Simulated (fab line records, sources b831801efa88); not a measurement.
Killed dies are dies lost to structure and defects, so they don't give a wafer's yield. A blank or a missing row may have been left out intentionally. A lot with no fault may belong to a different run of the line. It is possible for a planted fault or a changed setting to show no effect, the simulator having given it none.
A single fault, viewed from 2 desks + flow gf180mcu + every desk sees just its own numbers, and what lay behind them comes last

== AT THE METROLOGY DESK ==
What the gauges read, lot by lot, whatever tool the lot ran on: means of the sampled wafers that have a number. Marked OUT: a lot whose mean sits more than 4 standard deviations from the usual mean, which makes it out of limits; the brackets give that distance.
Columns: A = INCOMING_BOW at GF_STI_BOW_MEAS_00, usual -1 um; B = HV_LDD_TW at GF_HV_LDD_TW_MEAS_11, usual 2418; C = SAB_OVL at GF_SAB_OVL_MEAS_10, usual -0.2 nm
| lot  | first seen here | A  | B              | C    |
|------|-----------------|----|----------------|------|
| L729 | day 1 10:02     | -3 | 2409           | 0.0  |
| L730 | day 1 15:02     | -3 | 2415           | -0.2 |
| L735 | day 2 16:01     | -0 | 2438           | 0.4  |
| L736 | day 2 21:00     | -0 | 2439           | -1.8 |
| L737 | day 3 02:01     | -5 | 2425           | 0.1  |
| L738 | day 3 07:00     | -2 | 2424           | -0.8 |
| L739 | day 3 12:01     | -1 | 2432           | 0.1  |
| L740 | day 3 17:01     | 1  | 2418           | -0.2 |
| L741 | day 3 22:02     | 0  | 2406           | 0.7  |
| L743 | day 4 08:00     | -4 | 2408           | 1.2  |
| L744 | day 4 13:00     | 6  | 1220 (-75) OUT | -    |
| L745 | day 4 18:01     | 2  | 1168 (-78) OUT | -    |
| L752 | day 6 05:00     | -4 | 2408           | 0.8  |
This desk's result: L744, L745 out of limits, first on L744 (HV_LDD_TW at GF_HV_LDD_TW_MEAS_11), day 14 20:58. L729, L730, L735, L736, L737, L738, L739, L740, L741, L743, L752 stayed within limits.

== THE TOOL OWNER'S DESK: implanter-03 ==
The tool's own readings at GF_HV_LDD_IMPLANT_09, given as means over the sampled wafers that have a number, one for each lot that went through this tool. Marked OUT: a lot whose mean sits more than 4 standard deviations from the usual mean, which makes it out of limits; the brackets give that distance.
Columns: A = beam on s at GF_HV_LDD_IMPLANT_09, usual 10.01 s; B = dose ions cm2 at GF_HV_LDD_IMPLANT_09, usual 9.999e+13; C = end station pressure torr at GF_HV_LDD_IMPLANT_09, usual 5.47e-06 Torr; D = faraday current uA at GF_HV_LDD_IMPLANT_09, usual 563
| lot  | first seen here | A     | B                           | C        | D            |
|------|-----------------|-------|-----------------------------|----------|--------------|
| L736 | day 12 10:16    | 9.98  | 9.989e+13                   | 5.59e-06 | 565          |
| L735 | day 12 19:01    | 9.99  | 9.993e+13                   | 5.69e-06 | 566          |
| L738 | day 13 10:45    | 9.92  | 9.994e+13                   | 5.60e-06 | 567          |
| L740 | day 13 18:11    | 10.13 | 1.001e+14                   | 5.37e-06 | 557          |
| L741 | day 14 06:58    | 9.83  | 9.988e+13                   | 5.32e-06 | 573          |
| L744 | day 14 20:43    | 10.06 | 9.887e+12 (-99 or more) OUT | 5.27e-06 | 56 (-46) OUT |
| L745 | day 15 05:41    | 10.12 | 9.983e+12 (-99 or more) OUT | 5.07e-06 | 56 (-46) OUT |
This desk's verdict: out of limits on L744, L745, starting with L744 at day 14 20:43 (dose ions cm2 at GF_HV_LDD_IMPLANT_09). L736, L735, L738, L740, L741 stayed within limits.

== PUT TOGETHER ==
On L744, L745, at day 14 20:43, an alarm was possible from the tool owner's desk.
At day 14 20:58 the metrology desk could have sounded an alarm, on L744, L745.
The lots listed all ran GF_HV_LDD_IMPLANT_09 on implanter-03.

== WHAT HAD BEEN PUT IN BY THE SIMULATOR ==
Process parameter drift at GF_HV_LDD_IMPLANT_09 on implanter-03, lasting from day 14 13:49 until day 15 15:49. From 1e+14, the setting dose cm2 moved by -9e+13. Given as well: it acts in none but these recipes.
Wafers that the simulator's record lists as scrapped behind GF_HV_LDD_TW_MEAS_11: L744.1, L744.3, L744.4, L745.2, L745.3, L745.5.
Lots struck among those shown: L744, L745.
Hours from the fault's start to each desk's first reading out of limits: the tool owner's desk, 7; the metrology desk, 7.
